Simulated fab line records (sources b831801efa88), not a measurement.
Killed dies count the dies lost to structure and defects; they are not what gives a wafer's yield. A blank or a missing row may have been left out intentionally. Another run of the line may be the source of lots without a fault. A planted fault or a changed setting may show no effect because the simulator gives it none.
A lot that was struck, set against a sound lot + flow sky130 + 29 out of 708 route steps
Sound: the wafers L986.1, L986.4, L986.6. Wafers struck: L990.1, L990.4, L990.6. At the end, the cause is stated.
Per side, at each step with rows, come the tool, then ch with its chambers, and then its first start. Under that, the readings that differ: sound wafers + struck wafers + difference of the means + sigmas: that difference in standard deviations of wafers without a fault.
alike: a reading whose means differ by less than 2 such deviations, as well as words and numbers matching on both sides. not compared: withheld readings; readings where some wafer has no value; bounds like >300 that might hide an equal value; numbers whose values overlap and for which the record gives no deviation.
Wherever a step has rows on one side only, a row that says differs or no value, or a row with sigmas, the two part there. When numbers do not overlap yet have no deviation, they are printed without sigmas and do not part them. A reading that every wafer of one side lacks parts them only if that side has two wafers or more.

first, 2 steps without rows for these wafers: SKY_LOCAL_INTERCONNECT_PEB_09; SKY_LOCAL_INTERCONNECT_DEVELOP_10 (develop time 60 s).
SKY_LOCAL_INTERCONNECT_CD_MEAS_11 targets a cd of 170 nm.
  sound on cd sem-01 at day 32 16:19; struck on cd sem-02 at day 33 02:01
  alike: cd nm
SKY_LOCAL_INTERCONNECT_OVL_MEAS_12:
  sound on overlay-02 at day 32 16:26; struck on overlay-01 at day 33 02:08
| reading                     | sound   | struck | difference | sigmas |
|-----------------------------|---------|--------|------------|--------|
| LOCAL_INTERCONNECT_OVL (nm) | -4 -6 2 | 6 9 10 | +11        | +2     |
SKY_LOCAL_INTERCONNECT_ETCH_13: etches BARC in N2/H2, stops on SiO2, time 45.9 s, target depth 60 nm.
  sound on rie metal-03 ch 0,1, day 32 16:29; struck on rie metal-01 ch 0,1, day 33 02:10
  alike: drypump motor current A, h2 flow sccm, oes product au, throttle valve pct
  not compared: rf hours counter h
then, 1 step without rows for these wafers: SKY_LOCAL_INTERCONNECT_METAL_ETCH_14 (etches TiN in Cl2/BCl3, stops on PSG, target depth 110 nm, time 31.4 s).
SKY_LOCAL_INTERCONNECT_STRIP_15: strips in O2/N2.
  sound on plasma asher-03 ch 0,1, day 32 16:35; struck on plasma asher-01 ch 0,1, day 33 02:17
  alike: drypump motor current A, oes product au, strip time to endpoint s
  not compared: rf hours counter h
then, 3 steps without rows for these wafers: SKY_LOCAL_INTERCONNECT_STRIP_16 (strips in post etch residue remover, time 1200 s); SKY_LOCAL_INTERCONNECT_CLEAN_17 (cleans in IPA, time 180 s); SKY_LOCAL_INTERCONNECT_CLEAN_18 (cleans in O3/DIW).
SKY_CONTACT_CVD_00: deposits Si3N4, target thk 75 nm.
  sound on pecvd-02 ch 0,2, day 32 17:11; struck on pecvd-03 ch 0,1,2, day 33 02:52
  alike: heater power w
SKY_CONTACT_THK_MEAS_01:
  sound on film metro-04 at day 32 17:14; struck on film metro-03 at day 33 02:54
  alike: CONTACT_CVD_00_THK
SKY_CONTACT_HDPCVD_02: deposits SiO2, target thk 565 nm, time 94.2 s.
  sound on hdpcvd-01 ch 0,2, day 32 17:18; struck on hdpcvd-02 ch 1,2, day 33 02:58
  no value came back on the struck wafers for pressure mtorr (mTorr), run length s (s); on the sound wafers pressure mtorr (mTorr) reads 5.975 5.996 6.009
then, 1 step without rows for these wafers: SKY_CONTACT_CMP_04 (polishes SiO2).
SKY_CONTACT_BOW_MEAS_05:
  sound on film metro-03 at day 32 17:48; struck on film metro-01 at day 33 03:23
| reading          | sound    | struck   | difference | sigmas |
|------------------|----------|----------|------------|--------|
| CONTACT_BOW (um) | 85 86 88 | 65 66 66 | -21        | -3     |
then, 4 steps without rows for these wafers: SKY_CONTACT_DEHYDRATE_06 (time 60 s); SKY_CONTACT_HMDS_07 (prime time 60 s); SKY_CONTACT_COAT_08 (resist thk 60 nm); SKY_CONTACT_COAT_09 (resist thk 450 nm).
SKY_CONTACT_SOFTBAKE_10: time 92.27 s.
  sound: litho track-01 ch 0; struck: litho track-01 ch 0
  alike: plate sensor t centre C, plate sensor t edge C
then, 3 steps without rows for these wafers: SKY_CONTACT_EXPOSE_11 (exposes mask CTM1, target cd 170 nm); SKY_CONTACT_PEB_12; SKY_CONTACT_DEVELOP_13 (develop time 60 s).
SKY_CONTACT_CD_MEAS_14 targets a cd of 170 nm.
  sound on cd sem-01 at day 33 20:39; struck on cd sem-01 at day 34 05:57
  alike: cd nm
SKY_CONTACT_OVL_MEAS_15:
  sound on overlay-02 at day 33 20:46; struck on overlay-02 at day 34 06:04
  alike: CONTACT_OVL
SKY_CONTACT_ETCH_16: etches BARC in N2/H2, stops on SiO2, time 45.9 s, target depth 60 nm.
  sound on rie diel-02 ch 0,2,3, day 33 20:49; struck on rie diel-04 ch 0,2, day 34 06:07
  alike: drypump motor current A, h2 flow sccm, oes product au, throttle valve pct
  not compared: rf hours counter h
SKY_CONTACT_ETCH_17: etches SiO2 in C4F8/O2/Ar, stops on Si3N4, target depth 340 nm.
  sound on rie diel-02 ch 0,2,3, day 33 20:51; struck on rie diel-04 ch 0,2, day 34 06:09
| reading                  | sound             | struck            | difference | sigmas      |
|--------------------------|-------------------|-------------------|------------|-------------|
| oes product au (a.u.)    | 0.895 0.895 0.891 | 0.372 0.383 0.377 | -0.516     | -99 or more |
| model.etch.depth nm (nm) | 339.3 340.1 338.2 | 0 0 0             | -339       |             |
then, 1 step without rows for these wafers: SKY_CONTACT_ETCH_18 (etches Si3N4 in CHF3/O2, stops on TiN, time 39 s, target depth 75 nm).
-- the record jumps here: 14 days lie between the struck wafers' starts before and after (it left off in module CONTACT and takes up again in module PAD_OPEN, whose first step shown is number 708 of the route) --
SKY_PAD_OPEN_PROBE_99:
  sound on prober-01 at day 47 13:36; struck on prober-01 at day 47 21:09
| reading             | sound    | struck      | difference | sigmas |
|---------------------|----------|-------------|------------|--------|
| killed_at_M0_to_M3  | 49 44 48 | 14 10 2     | -38        | -6     |
| killed at contacts  | 31 17 27 | 472 473 486 | +452       | +77    |
| killed at front end | 16 17 15 | 3 8 4       | -11        | -3     |
| killed dies         | 99 79 98 | 492 492 492 | +400       | +36    |
| killed on rim       | 19 20 18 | 96 96 96    | +77        | +21    |
| killed open         | 51 44 50 | 13 9 6      | -39        | -5     |
| killed short        | 48 35 48 | 11 13 4     | -34        | -5     |
  alike: killed_at_M4_up, killed at other

== WHERE THEY PART ==
First at SKY_LOCAL_INTERCONNECT_OVL_MEAS_12; last, within this record, at SKY_PAD_OPEN_PROBE_99.

WHY: what had been put in by the simulator
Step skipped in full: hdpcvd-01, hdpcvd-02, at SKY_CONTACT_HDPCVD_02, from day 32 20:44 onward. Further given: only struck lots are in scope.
